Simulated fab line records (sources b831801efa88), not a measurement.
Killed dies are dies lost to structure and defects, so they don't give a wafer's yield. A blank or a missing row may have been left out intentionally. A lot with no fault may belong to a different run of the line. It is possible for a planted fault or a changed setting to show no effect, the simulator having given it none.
Lot-split experiment / flow sky130 / 23 wafers read across 5 lots, on a route 708 steps long

== THE SPLIT ITSELF ==
At SKY_VT_ADJUST_PCH_IMPLANT_08, the setting energy-kev was moved away from the recipe's 10 on 11 of the 23 wafers read, by -5.9% to +1.5%. All remaining wafers had this setting at the recipe value.

== BETWEEN THE SPLIT AND THE READING: the file shows 1 step in between ==
- SKY_VT_ADJUST_PCH_STRIP_09: strips in O2/N2

== THE READING ==
VT_ADJUST_PCH_TW, at SKY_VT_ADJUST_PCH_TW_MEAS_10. Fault-free wafers of this fab line usually give 143.3, standard deviation 0.72.

wafer=L074.1; tool, chamber at the split=implanter-01, 0; energy-kev as run=10; against the recipe=recipe; VT_ADJUST_PCH_TW=143.2; against lot-mates on the recipe=-
wafer=L074.2; tool, chamber at the split=implanter-01, 0; energy-kev as run=9.413; against the recipe=-5.9%; VT_ADJUST_PCH_TW=141.1; against lot-mates on the recipe=-1.9
wafer=L074.3; tool, chamber at the split=implanter-01, 0; energy-kev as run=9.413; against the recipe=-5.9%; VT_ADJUST_PCH_TW=141.7; against lot-mates on the recipe=-1.3
wafer=L074.4; tool, chamber at the split=implanter-01, 0; energy-kev as run=9.413; against the recipe=-5.9%; VT_ADJUST_PCH_TW=141.5; against lot-mates on the recipe=-1.5
wafer=L074.6; tool, chamber at the split=implanter-01, 0; energy-kev as run=10; against the recipe=recipe; VT_ADJUST_PCH_TW=142.8; against lot-mates on the recipe=-
wafer=L077.1; tool, chamber at the split=implanter-03, 0; energy-kev as run=9.682; against the recipe=-3.2%; VT_ADJUST_PCH_TW=143.1; against lot-mates on the recipe=-0.7
wafer=L077.2; tool, chamber at the split=implanter-03, 0; energy-kev as run=10; against the recipe=recipe; VT_ADJUST_PCH_TW=143.9; against lot-mates on the recipe=-
wafer=L077.3; tool, chamber at the split=implanter-03, 0; energy-kev as run=10; against the recipe=recipe; VT_ADJUST_PCH_TW=143.7; against lot-mates on the recipe=-
wafer=L077.4; tool, chamber at the split=implanter-03, 0; energy-kev as run=9.682; against the recipe=-3.2%; VT_ADJUST_PCH_TW=143.1; against lot-mates on the recipe=-0.7
wafer=L077.5; tool, chamber at the split=implanter-03, 0; energy-kev as run=9.682; against the recipe=-3.2%; VT_ADJUST_PCH_TW=142.6; against lot-mates on the recipe=-1.2
wafer=L079.1; tool, chamber at the split=implanter-04, 0; energy-kev as run=10; against the recipe=recipe; VT_ADJUST_PCH_TW=142.4; against lot-mates on the recipe=-
wafer=L079.4; tool, chamber at the split=implanter-04, 0; energy-kev as run=10; against the recipe=recipe; VT_ADJUST_PCH_TW=142.2; against lot-mates on the recipe=-
wafer=L079.5; tool, chamber at the split=implanter-04, 0; energy-kev as run=10; against the recipe=recipe; VT_ADJUST_PCH_TW=142.5; against lot-mates on the recipe=-
wafer=L080.1; tool, chamber at the split=implanter-01, 0; energy-kev as run=10.15; against the recipe=+1.5%; VT_ADJUST_PCH_TW=144.3; against lot-mates on the recipe=+0.9
wafer=L080.2; tool, chamber at the split=implanter-01, 0; energy-kev as run=10; against the recipe=recipe; VT_ADJUST_PCH_TW=143.5; against lot-mates on the recipe=-
wafer=L080.4; tool, chamber at the split=implanter-01, 0; energy-kev as run=10.15; against the recipe=+1.5%; VT_ADJUST_PCH_TW=144.1; against lot-mates on the recipe=+0.7
wafer=L080.5; tool, chamber at the split=implanter-01, 0; energy-kev as run=10; against the recipe=recipe; VT_ADJUST_PCH_TW=143.3; against lot-mates on the recipe=-
wafer=L080.6; tool, chamber at the split=implanter-01, 0; energy-kev as run=10.15; against the recipe=+1.5%; VT_ADJUST_PCH_TW=143.2; against lot-mates on the recipe=-0.2
wafer=L085.1; tool, chamber at the split=implanter-04, 0; energy-kev as run=10; against the recipe=recipe; VT_ADJUST_PCH_TW=143.1; against lot-mates on the recipe=-
wafer=L085.2; tool, chamber at the split=implanter-04, 0; energy-kev as run=10; against the recipe=recipe; VT_ADJUST_PCH_TW=142.6; against lot-mates on the recipe=-
wafer=L085.3; tool, chamber at the split=implanter-04, 0; energy-kev as run=9.658; against the recipe=-3.4%; VT_ADJUST_PCH_TW=141.8; against lot-mates on the recipe=-1.1
wafer=L085.4; tool, chamber at the split=implanter-04, 0; energy-kev as run=9.658; against the recipe=-3.4%; VT_ADJUST_PCH_TW=141.8; against lot-mates on the recipe=-1.1
wafer=L085.6; tool, chamber at the split=implanter-04, 0; energy-kev as run=10; against the recipe=recipe; VT_ADJUST_PCH_TW=142.9; against lot-mates on the recipe=-

THE FIT
A straight line over all 23 wafers: VT_ADJUST_PCH_TW changes by +0.273 for each +1% of energy-kev; r = +0.77; the points scatter about the line by 0.55.
The same after taking each lot's own level away (the mean of its wafers on the recipe; 23 wafers): +0.277 for each +1%; r = +0.94; scatter 0.26.
The reading moves by 1.6 for the largest change in energy-kev, on that fit.
Across the lots, their own levels run from 142.37 to 143.80, a range of 2.0 times the standard deviation given above.
So the lot-to-lot level blurs the effect unless lot-mates are compared.
Check: for one of the wafers moved furthest among these (-5.9%), held out of the fit, the line's prediction against its lot-mates is -1.55. Against them it came out at -1.9.

== THE WHOLE CHAIN: every reading that the file lists as answering this split, in the file's order ==
step=SKY_VT_ADJUST_PCH_IMPLANT_08; what it does=; reading=implant.rp-nm (the simulator's own value, which no gauge read); change (the file's fit)=+0.275 nm for each +1% of the setting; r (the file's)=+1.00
step=SKY_VT_ADJUST_PCH_IMPLANT_08; what it does=; reading=implant.drp-nm (the simulator's own value, which no gauge read); change (the file's fit)=+0.12 nm for each +1% of the setting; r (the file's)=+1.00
step=SKY_VT_ADJUST_PCH_TW_MEAS_10; what it does=; reading=VT_ADJUST_PCH_TW; change (the file's fit)=+0.279 for each +1% of the setting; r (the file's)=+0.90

== THE FILE'S OWN FIT ==
VT_ADJUST_PCH_TW changes by +0.279 for each +1% of energy-kev, r = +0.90.
